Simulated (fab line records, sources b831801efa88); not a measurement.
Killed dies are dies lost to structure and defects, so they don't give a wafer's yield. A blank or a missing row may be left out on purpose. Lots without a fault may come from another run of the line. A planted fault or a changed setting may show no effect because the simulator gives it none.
A struck lot beside a sound one | flow sfq_line | 14 steps out of a route of 325
Sound: wafers L345.1, L345.3, L345.6. Struck: wafer L360.1. (L360.3, L360.5 of the same lot were not struck and are left out.) The cause comes at the end.
At each step with rows: each side's tool, then ch and its chambers, then its first start. Under that, the readings that differ: sound wafers | struck wafers | difference of the means | sigmas: that difference in standard deviations of wafers without a fault.
alike: readings whose means differ by less than 2 such deviations, and words and numbers that are the same on both sides. not compared: withheld readings, readings that some wafer has no value for, bounds like >300 that may hide the same value, and numbers for which the record gives no deviation and whose values overlap.
The two part at a step that has a row with sigmas, a row that says differs or no value, or rows on one side only. Numbers that don't overlap but have no deviation are shown without sigmas and don't part them. A reading that every wafer of one side lacks parts them only if that side has two wafers or more.

first, 6 steps without rows for these wafers: SFQ_TRILAYER_M2_LITHO_COAT_062 (resist thk 62 nm); SFQ_TRILAYER_M2_LITHO_COAT_057 (resist thk 600 nm); SFQ_TRILAYER_M2_LITHO_SOFTBAKE_061; SFQ_TRILAYER_M2_LITHO_EXPOSE_058 (exposes mask M2, target cd 500 nm); SFQ_TRILAYER_M2_LITHO_PEB_060 (peb time 60 s); SFQ_TRILAYER_M2_LITHO_DEVELOP_059 (time 60 s).
SFQ_M2_OVL_MEAS_916:
  sound on overlay-01, day 31 16:17; struck on overlay-02, day 42 14:21
  alike: M2_OVL
SFQ_TRILAYER_M2_BARC_OPEN_METAL_ETCH_077: etches BARC in O2, target depth 125 nm, time 41.7 s.
  sound on rie_metal-01 ch 0, day 31 16:19; struck on rie_metal-03 ch 0, day 42 14:23
  alike: drypump_motor_current_A, oes_product_au
  not compared: rf_hours_counter_h
SFQ_TRILAYER_M2_ETCH_METAL_ETCH_060: etches Nb in Cl2/Ar, stops on SiO2, target depth 240 nm, time 120 s.
  sound on rie_metal-01 ch 0, day 31 16:22; struck on rie_metal-03 ch 0, day 42 14:27
  alike: drypump_motor_current_A, oes_product_au
  not compared: rf_hours_counter_h
SFQ_TRILAYER_M2_STRIP_STRIP_061: strips in O2.
  sound on rie_metal-01 ch 0, day 31 16:30; struck on rie_metal-03 ch 0, day 42 14:34
  alike: drypump_motor_current_A, oes_product_au
  not compared: rf_hours_counter_h
then, 1 step without rows for these wafers: SFQ_TRILAYER_M2_STRIP_SOLV_CLEAN_062 (cleans in NMP, time 600 s).
SFQ_TRILAYER_I2_DEP_PECVD_063: deposits SiO2 from SiH4/N2O, time 111.11 s, target thk 500 nm.
  sound on pecvd-01 ch 0,1,2, day 31 17:16; struck on pecvd-04 ch 1, day 42 15:21
  alike: chamber_pressure_Torr, heater_power_w, throttle_valve_pct
SFQ_TRILAYER_I2_CMP_CMP_064: polishes SiO2.
  sound on cmp-01 ch 0,2,3, day 32 19:39; struck on cmp-02 ch 1, day 42 20:35
  reading                 | sound             | struck | difference | sigmas
  head_pressure_psi (psi) | 3.020 3.013 3.002 | 2.380  | -0.632     | -94
  motor_current_A (A)     | 9.2 11.3 11.8     | 8.5    | -2.3       | -2
  time_to_endpoint_s (s)  | 205 214 214       | 273    | +62        | +8
  alike: slurry_flow_ml_min
SFQ_I2_BOW_MEAS_917:
  sound on film_metro-03, day 32 22:09; struck on film_metro-02, day 42 22:05
  reading     | sound  | struck | difference | sigmas
  I2_BOW (um) | 4 -5 2 | -17    | -17        | -2

WHERE THEY PART
First at SFQ_TRILAYER_I2_CMP_CMP_064; last, within this record, at SFQ_I2_BOW_MEAS_917.

WHY: what the simulator had put in
Process parameter drift: cmp-02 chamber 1, from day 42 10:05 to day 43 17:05, at SFQ_TRILAYER_I2_CMP_CMP_064. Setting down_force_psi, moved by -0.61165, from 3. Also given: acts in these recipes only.
